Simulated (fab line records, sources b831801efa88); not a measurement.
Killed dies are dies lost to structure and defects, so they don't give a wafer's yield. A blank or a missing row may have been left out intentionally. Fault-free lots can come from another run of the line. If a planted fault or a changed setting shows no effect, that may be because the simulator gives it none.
Comparing a struck lot with a sound one :: flow gf180mcu :: 14 out of 602 route steps
Sound: the wafers L189.1, L189.2, L189.4. Struck: wafer L195.3 (left out: L195.2, L195.6 of the same lot, which were not struck); the cause appears at the end.
Order at every step that has rows: each side's tool, ch and its chambers, its first start. Under that, the readings that differ: sound wafers :: struck wafers :: difference of the means :: sigmas: that difference in standard deviations of wafers without a fault.
alike: readings whose means differ by less than 2 such deviations, and words and numbers that are the same on both sides. not compared: withheld readings, readings that some wafer has no value for, bounds like >300 that may hide the same value, and numbers for which the record gives no deviation and whose values overlap.
Wherever a step has rows on one side only, a row that says differs or no value, or a row with sigmas, the two part there. When numbers do not overlap yet have no deviation, they are printed without sigmas and do not part them. Lack of a reading on every wafer of one side parts them only where that side has two or more wafers.

GF_V5_CMP_04: polishes SiO2.
  sound on cmp-01 ch 0,1,3, day 29 11:26; struck on cmp-02 ch 1, day 31 21:19
reading: motor current A (A)
sound: 14.3 11.0 11.2
struck: 14.9
difference: +2.7
sigmas: +2
GF_V5_BOW_MEAS_05:
  sound on film metro-02, day 29 11:44; struck on film metro-01, day 31 21:35
  alike: V5_BOW
then, 8 steps without rows for these wafers: GF_V5_DEHYDRATE_06 (time 60 s); GF_V5_HMDS_07 (prime time 60 s); GF_V5_COAT_08; GF_V5_COAT_09 (resist thk 1000 nm); GF_V5_SOFTBAKE_10 (time 60 s); GF_V5_EXPOSE_11 (exposes mask Via5, target cd 260 nm); GF_V5_PEB_12 (peb time 90 s); GF_V5_DEVELOP_13 (develop time 60 s).
GF_V5_CD_MEAS_14 targets a cd of 260 nm.
  sound on cd sem-02, day 30 05:50; struck on cd sem-01, day 32 14:23
  alike: cd nm
GF_V5_OVL_MEAS_15:
  sound on overlay-02, day 30 05:57; struck on overlay-01, day 32 14:29
  alike: V5_OVL
GF_V5_ETCH_16: etches BARC in N2/H2.
  sound on rie diel-03 ch 0,1,3, day 30 05:59; struck on rie diel-04 ch 0, day 32 14:31
reading: rf fwd power W (W)
sound: 497.3 494.8 490.7
struck: 415.7
difference: -78.6
sigmas: -36
  alike: drypump motor current A, oes product au, throttle valve pct
GF_V5_ETCH_17: etches SiO2 in C4F8/O2/Ar, stops on TiN, target depth 855 nm.
  sound: rie diel-03 ch 0,1,3; struck: rie diel-04 ch 0
  alike: oes product au, rf fwd power W

## WHERE THEY PART
At GF_V5_CMP_04 first; at GF_V5_ETCH_16 last (within this record only). Later steps at which nothing parts them and some readings are alike: GF_V5_ETCH_17.

WHY: whatever the simulator had introduced
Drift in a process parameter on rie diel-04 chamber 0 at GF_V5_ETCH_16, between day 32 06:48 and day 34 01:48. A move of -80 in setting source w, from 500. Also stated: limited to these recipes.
